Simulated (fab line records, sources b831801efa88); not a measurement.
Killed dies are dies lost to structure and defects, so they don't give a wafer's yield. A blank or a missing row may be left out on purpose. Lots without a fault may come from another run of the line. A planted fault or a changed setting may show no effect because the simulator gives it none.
Chamber matching | flow gf180mcu | GF_V4_ETCH_16 on rie_diel-01: 4 sister chambers
The step etches BARC in N2/H2. 4 wafers are shown with their chamber, then 8 later ones without.

WAFERS WITH THEIR CHAMBER
wafer  | chamber | drypump_motor_current_A (A)
L075.3 | 0       | 6.3
L087.2 | 2       | 5.4
L087.5 | 1       | 5.5
L088.1 | 3       | 5.8

WAFERS WITHOUT THEIR CHAMBER
wafer  | drypump_motor_current_A (A)
L088.3 | 5.4
L088.5 | 5.5
L091.2 | 6.2
L091.3 | 5.4
L091.5 | 5.8
L093.1 | 5.8
L093.5 | 6.2
L093.6 | 5.8

WHICH CHAMBER EACH WENT THROUGH
wafer  | from the rows above | in truth
L088.3 | 2                   | 2
L088.5 | 1                   | 1
L091.2 | 0                   | 0
L091.3 | 2                   | 2
L091.5 | 3                   | 3
L093.1 | 3                   | 3
L093.5 | 0                   | 0
L093.6 | 3                   | 3
Placed correctly: 8 of 8. Can't be placed from these rows: 0. Placed wrongly: 0.
How it was worked out, from the rows above alone: a wafer's distance from a chamber is the root of the sum, over the readings, of the square of ((its reading less the chamber's mean) divided by the reading's scatter). The wafer belongs to the nearest chamber; if the next one is less than 2 further off, it can't be placed. A chamber's mean is the mean of its shown wafers. The scatter: with one shown wafer a chamber, the root of the mean of the squares of how far each hidden wafer lies from its nearest shown one.
